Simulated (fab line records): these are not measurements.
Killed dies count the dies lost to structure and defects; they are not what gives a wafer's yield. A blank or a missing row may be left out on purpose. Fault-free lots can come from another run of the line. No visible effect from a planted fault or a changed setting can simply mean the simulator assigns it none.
Comparing a struck lot with a sound one + flow sky130 + 16 steps out of a route of 708
Sound: wafers L201.1, L201.4, L201.5. Wafers struck: L204.1, L204.4, L204.5. At the end, the cause is stated.
At each step with rows: each side's tool, then ch and its chambers, then its first start. Under that, the readings that differ: sound wafers + struck wafers + difference of the means + sigmas: that difference in standard deviations of wafers without a fault.
alike: same words and numbers on both sides, and readings whose means sit less than 2 such deviations apart. not compared: any withheld reading, any reading some wafer has no value for, any bound like >300 that may hide the same value, and any number with overlapping values for which the record gives no deviation.
Wherever a step has rows on one side only, a row that says differs or no value, or a row with sigmas, the two part there. When numbers do not overlap yet have no deviation, they are printed without sigmas and do not part them. A reading missing from all wafers of one side parts the sides only when that side holds two or more wafers.

first, 8 steps without rows for these wafers: SKY_METAL2_DEHYDRATE_07 (time 60 s); SKY_METAL2_HMDS_08 (prime time 60 s); SKY_METAL2_COAT_09 (resist thk 60 nm); SKY_METAL2_COAT_10 (resist thk 450 nm); SKY_METAL2_SOFTBAKE_11 (time 90 s); SKY_METAL2_EXPOSE_12 (exposes mask MM2, target cd 140 nm); SKY_METAL2_PEB_13; SKY_METAL2_DEVELOP_14 (develop time 60 s).
SKY_METAL2_CD_MEAS_15: the cd target is 140 nm.
  sound on cd-sem-02 at day 35 12:51; struck on cd-sem-02 at day 37 00:01
  alike: cd-nm
SKY_METAL2_OVL_MEAS_16:
  sound on overlay-02 at day 35 12:58; struck on overlay-02 at day 37 00:08
  alike: METAL2_OVL
SKY_METAL2_DESCUM_17: chemistry O2, time 8 s.
  sound on rie-metal-01 ch 1, day 35 13:01; struck on rie-metal-02 ch 0,1, day 37 00:10
| reading                     | sound          | struck         | difference | sigmas |
|-----------------------------|----------------|----------------|------------|--------|
| drypump-motor-current-A (A) | 6.42 6.48 6.42 | 6.07 6.09 5.72 | -0.48      | -2     |
  alike: oes-product-au
  not compared: rf-hours-counter-h
SKY_METAL2_ETCH_18: etches BARC in N2/H2, stops on SiO2, time 45.9 s, target depth 60 nm.
  sound on rie-metal-01 ch 1, day 35 13:02; struck on rie-metal-02 ch 0,1, day 37 00:12
  alike: bias-w, drypump-motor-current-A, h2-flow-sccm, oes-product-au, run-length-s, throttle-valve-pct
  not compared: rf-hours-counter-h
SKY_METAL2_METAL_ETCH_19: etches the open film in Cl2/BCl3, stops on SiO2, target depth 360 nm, time 78 s.
  sound on rie-metal-01 ch 1, day 35 13:06; struck on rie-metal-02 ch 0,1, day 37 00:16
| reading                                       | sound             | struck            | difference                    | sigmas |
|-----------------------------------------------|-------------------|-------------------|-------------------------------|--------|
| bias-w (W)                                    | 48.66 48.58 48.66 | - - -             | no value on the struck wafers |        |
| oes-product-au (a.u.)                         | 0.849 0.851 0.849 | 0.985 0.992 0.968 | +0.132                        | +19    |
| run-length-s (s)                              | 106.0 106.0 106.4 | 94.6 94.3 94.9    | -11.5                         | -13    |
| model.KrF-thick_of_METAL2_COAT_10.thk-nm (nm) | 155.5 154.7 153.5 | 196.4 195 202.2   | +43.3                         |        |
  alike: drypump-motor-current-A, throttle-valve-pct
  not compared: rf-hours-counter-h
SKY_METAL2_STRIP_20: strips in O2/N2.
  sound on plasma-asher-01 ch 0,1, day 35 13:11; struck on plasma-asher-02 ch 0,1, day 37 00:21
| reading                      | sound             | struck            | difference | sigmas |
|------------------------------|-------------------|-------------------|------------|--------|
| oes-product-au (a.u.)        | 0.343 0.347 0.339 | 0.363 0.356 0.360 | +0.017     | +3     |
| strip-time-to-endpoint-s (s) | 2.69 2.65 2.64    | 3.12 3.10 3.16    | +0.47      | +6     |
  alike: drypump-motor-current-A
  not compared: rf-hours-counter-h
then, 1 step without rows for these wafers: SKY_METAL2_STRIP_21 (strips in post etch residue remover, time 1200 s).
-- the record jumps here: 10 days lie between the struck wafers' starts before and after (it left off in module METAL2 and takes up again in module PAD_OPEN, whose first step shown is number 708 of the route) --
SKY_PAD_OPEN_PROBE_99:
  record: rows for the struck wafers here (prober-02, day 47 08:08), none for the sound ones

== WHERE THEY PART ==
Last at SKY_PAD_OPEN_PROBE_99 as far as this record goes, first at SKY_METAL2_DESCUM_17.

WHY: whatever the simulator had introduced
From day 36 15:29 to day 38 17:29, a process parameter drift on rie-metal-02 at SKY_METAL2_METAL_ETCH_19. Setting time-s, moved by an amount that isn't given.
